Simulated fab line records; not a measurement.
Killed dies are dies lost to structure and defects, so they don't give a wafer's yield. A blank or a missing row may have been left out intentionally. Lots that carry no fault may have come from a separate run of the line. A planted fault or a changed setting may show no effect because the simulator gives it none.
Chamber matching / flow gf180mcu / cmp-02 running GF_V1_CMP_04: 4 sister chambers
The step polishes SiO2. 8 wafers are shown with their chamber, then 12 later ones without.

EACH WAFER AND ITS CHAMBER
wafer=L088.1; chamber=2; motor-current-A (A)=11.3; time-to-endpoint-s (s)=66
wafer=L088.2; chamber=0; motor-current-A (A)=13.1; time-to-endpoint-s (s)=76
wafer=L089.1; chamber=0; motor-current-A (A)=13.6; time-to-endpoint-s (s)=76
wafer=L089.4; chamber=3; motor-current-A (A)=12.1; time-to-endpoint-s (s)=76
wafer=L089.6; chamber=3; motor-current-A (A)=12.3; time-to-endpoint-s (s)=78
wafer=L090.2; chamber=1; motor-current-A (A)=13.2; time-to-endpoint-s (s)=85
wafer=L090.3; chamber=2; motor-current-A (A)=11.8; time-to-endpoint-s (s)=73
wafer=L090.6; chamber=1; motor-current-A (A)=13.5; time-to-endpoint-s (s)=92

WAFERS WITHOUT THEIR CHAMBER
wafer=L094.4; motor-current-A (A)=11.0; time-to-endpoint-s (s)=84
wafer=L094.5; motor-current-A (A)=13.5; time-to-endpoint-s (s)=85
wafer=L094.6; motor-current-A (A)=13.0; time-to-endpoint-s (s)=101
wafer=L095.3; motor-current-A (A)=12.5; time-to-endpoint-s (s)=80
wafer=L095.5; motor-current-A (A)=11.5; time-to-endpoint-s (s)=73
wafer=L095.6; motor-current-A (A)=13.9; time-to-endpoint-s (s)=82
wafer=L096.1; motor-current-A (A)=13.7; time-to-endpoint-s (s)=88
wafer=L096.3; motor-current-A (A)=13.4; time-to-endpoint-s (s)=91
wafer=L096.6; motor-current-A (A)=12.7; time-to-endpoint-s (s)=96
wafer=L097.1; motor-current-A (A)=13.3; time-to-endpoint-s (s)=80
wafer=L097.2; motor-current-A (A)=12.1; time-to-endpoint-s (s)=74
wafer=L097.4; motor-current-A (A)=12.3; time-to-endpoint-s (s)=76

EACH ONE'S CHAMBER
wafer=L094.4; from the rows above=can't be placed: 2 or 3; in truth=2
wafer=L094.5; from the rows above=can't be placed: 1 or 0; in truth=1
wafer=L094.6; from the rows above=1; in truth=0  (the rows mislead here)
wafer=L095.3; from the rows above=can't be placed: 3 or 0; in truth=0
wafer=L095.5; from the rows above=can't be placed: 2 or 3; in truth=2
wafer=L095.6; from the rows above=can't be placed: 0 or 1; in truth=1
wafer=L096.1; from the rows above=1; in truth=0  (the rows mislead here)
wafer=L096.3; from the rows above=1; in truth=1
wafer=L096.6; from the rows above=1; in truth=1
wafer=L097.1; from the rows above=can't be placed: 0 or 1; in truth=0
wafer=L097.2; from the rows above=can't be placed: 3 or 2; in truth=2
wafer=L097.4; from the rows above=3; in truth=3
Correct placement for 3 of the 12. Not placeable from these rows: 7 (in 7, the candidates include the true chamber). Wrongly placed: 2.
How it was worked out, from the rows above alone: a wafer's distance from a chamber is the root of the sum, over the readings, of the square of ((its reading less the chamber's mean) divided by the reading's scatter). The wafer belongs to the nearest chamber; if the next one is less than 2 further off, it can't be placed. Each chamber's mean is taken over the wafers shown for it. The scatter: take each reading less its chamber's mean, square it, sum over the shown wafers, divide by the number of wafers less the number of chambers, and take the root.
